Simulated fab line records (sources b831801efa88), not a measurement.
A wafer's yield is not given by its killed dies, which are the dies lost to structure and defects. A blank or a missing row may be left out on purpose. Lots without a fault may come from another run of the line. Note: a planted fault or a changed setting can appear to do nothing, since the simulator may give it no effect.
Which tool was responsible?    flow gf180mcu    36 wafers sampled from 12 lots at 1 step of a route of 602

## WHAT EACH GAUGE READ, for each wafer
GF_V3_CD_MEAS_14 targets a cd of 260 nm.
lot   measured      on         cd_nm (nm)
L075  day 22 19:23  cd_sem-02  258.3 258.7 257.9
L077  day 23 19:06  cd_sem-02  258.6 258.5 258.7
L079  day 24 06:53  cd_sem-01  259.3 260.1 258.9
L081  day 25 01:02  cd_sem-02  261.0 261.5 261.6
L083  day 25 19:43  cd_sem-01  256.9 257.9 256.9
L085  day 26 13:56  cd_sem-02  260.4 261.3 260.1
L087  day 27 01:59  cd_sem-01  259.0 260.2 259.9
L089  day 27 13:50  cd_sem-02  261.0 259.7 258.3
L091  day 28 04:09  cd_sem-01  260.9 260.6 259.5
L093  day 28 19:38  cd_sem-02  261.0 262.0 260.2
L095  day 29 12:05  cd_sem-02  261.7 262.4 261.7
L097  day 29 17:42  cd_sem-02  259.8 260.4 259.9

## WHICH TOOL RAN EACH LOT (tool, then ch and the chambers of the sampled wafers, then the start)
There is no process step in the record ahead of these readings.

## THE ANSWER, worked out from the rows above alone
Rule: usual is defined by the lots themselves. The widest of any qualifying gaps counts: lots, ordered by their means at a reading, are off when they make up no more than a third of the lots, leave a main group of 4 or more, and stand apart from it by 3 or more times the standard deviation of that group's means. Not used: any main group whose means are identical at the precision the tables above print for the reading. Also off: a lot with no number at a reading for which 4 or more lots have one. Where the step has rows for the other lots, those lots are counted as sound.
Across all readings shown, no lot is off: no conclusion can be drawn from this.

## WHAT THE SIMULATOR HAD PUT IN
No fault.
